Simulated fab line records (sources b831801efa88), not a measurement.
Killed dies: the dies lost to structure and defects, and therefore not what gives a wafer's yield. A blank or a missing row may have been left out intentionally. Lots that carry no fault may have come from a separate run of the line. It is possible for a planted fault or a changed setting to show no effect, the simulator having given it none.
What tool caused it? | flow gf180mcu | Sampling: 13 lots, 38 wafers, 3 of 602 route steps

WHAT THE GAUGES SHOWED, per wafer
GF_M5_OVL_MEAS_08. Usual: M5_OVL gives 1 nm (standard deviation 6).
lot  | measured     | on         | M5_OVL (nm) | flag
L622 | day 26 08:44 | overlay-02 | -1 2 -4     |
L624 | day 27 09:58 | overlay-01 | 6 0 2       |
L626 | day 28 01:25 | overlay-01 | 8 4 -3      |
L627 | day 28 04:23 | overlay-02 | 15 11 9     |
L628 | day 28 05:02 | overlay-02 | 0 0 -3      |
L632 | day 29 20:20 | overlay-01 | -3 -7 -5    |
L636 | day 30 19:08 | overlay-01 | 5 1 3       |
L638 | day 31 10:43 | overlay-02 | 7 4         |
L640 | day 31 23:35 | overlay-02 | 3 4 2       |
L639 | day 32 04:55 | overlay-02 | -5 -7 -10   |
L641 | day 32 06:13 | overlay-01 | -3 6 1      |
L643 | day 32 11:31 | overlay-01 | 9 2 -1      |
L644 | day 32 12:40 | overlay-01 | 4 0 4       |

EACH LOT AND THE TOOL THAT RAN IT (in order: tool; ch and the chambers of the sampled wafers; start)
lot  | GF_MIM_SPUTTER_00            | GF_MIM_SPUTTER_04
L622 | pvd-sputter-03, day 24 13:09 | pvd-sputter-03, day 24 13:18
L624 | pvd-sputter-01, day 25 15:49 | pvd-sputter-01, day 25 16:00
L626 | pvd-sputter-01, day 26 07:41 | pvd-sputter-01, day 26 07:52
L627 | pvd-sputter-03, day 26 11:14 | pvd-sputter-03, day 26 11:25
L628 | pvd-sputter-02, day 26 12:10 | pvd-sputter-02, day 26 12:20
L632 | pvd-sputter-03, day 28 04:44 | pvd-sputter-03, day 28 04:55
L636 | pvd-sputter-01, day 29 04:37 | pvd-sputter-01, day 29 04:47
L638 | pvd-sputter-02, day 29 21:25 | pvd-sputter-02, day 29 21:35
L640 | pvd-sputter-01, day 30 12:13 | pvd-sputter-01, day 30 12:24
L639 | pvd-sputter-01, day 30 16:55 | pvd-sputter-01, day 30 17:06
L641 | pvd-sputter-03, day 30 18:07 | pvd-sputter-03, day 30 18:18
L643 | pvd-sputter-03, day 30 23:46 | pvd-sputter-03, day 30 23:56
L644 | pvd-sputter-02, day 31 00:18 | pvd-sputter-02, day 31 00:29
- GF_MIM_SPUTTER_00: material Ti, target thk 37.5 nm, time 150 s.
- GF_MIM_SPUTTER_04: material TiN, target thk 50 nm, time 41.7 s.

WHAT THE TOOLS THEMSELVES READ (means of the sampled wafers that have a number; where no wafer has one, the mark that the record gives instead)
GF_MIM_SPUTTER_00. Usual: throttle-valve-pct at 29.8 %, with a standard deviation of 1.2.
lot  | tool           | throttle-valve-pct (%) | flag
L622 | pvd-sputter-03 | 29.2                   |
L624 | pvd-sputter-01 | 28.6                   |
L626 | pvd-sputter-01 | 29.2                   |
L627 | pvd-sputter-03 | 29.1                   |
L628 | pvd-sputter-02 | 31.2                   |
L632 | pvd-sputter-03 | 30.2                   |
L636 | pvd-sputter-01 | 29.8                   |
L638 | pvd-sputter-02 | 30.4                   |
L640 | pvd-sputter-01 | 30.3                   |
L639 | pvd-sputter-01 | 29.6                   |
L641 | pvd-sputter-03 | 29.3                   |
L643 | pvd-sputter-03 | 30.9                   |
L644 | pvd-sputter-02 | 29.4                   |

GF_MIM_SPUTTER_04. Usual: throttle-valve-pct at 29.7 %, with a standard deviation of 1.2.
lot  | tool           | throttle-valve-pct (%) | flag
L622 | pvd-sputter-03 | 29.3                   |
L624 | pvd-sputter-01 | 28.7                   |
L626 | pvd-sputter-01 | 29.0                   |
L627 | pvd-sputter-03 | 29.1                   |
L628 | pvd-sputter-02 | 31.2                   |
L632 | pvd-sputter-03 | 30.0                   |
L636 | pvd-sputter-01 | 30.0                   |
L638 | pvd-sputter-02 | 30.7                   |
L640 | pvd-sputter-01 | 30.2                   |
L639 | pvd-sputter-01 | 29.4                   |
L641 | pvd-sputter-03 | 29.3                   |
L643 | pvd-sputter-03 | 30.8                   |
L644 | pvd-sputter-02 | 29.3                   |

THE ANSWER, worked out from the rows above alone
Rule: a lot counts as off when the mean over its wafers that have a number is more than 3 standard deviations away from the usual mean. A lot without any number at a reading at which 4 lots or more have one is off too. Where the step has rows for the other lots, those lots are counted as sound. First the gauges in route order, then the tools' own readings, where a lot's mean is used as printed above. At the first step where some lot is off, the reading lying furthest off is the one used; lots without a number count as furthest.
No lot is off on any of the readings shown, so nothing can be concluded from this.

WHAT THE SIMULATOR HAD INSERTED
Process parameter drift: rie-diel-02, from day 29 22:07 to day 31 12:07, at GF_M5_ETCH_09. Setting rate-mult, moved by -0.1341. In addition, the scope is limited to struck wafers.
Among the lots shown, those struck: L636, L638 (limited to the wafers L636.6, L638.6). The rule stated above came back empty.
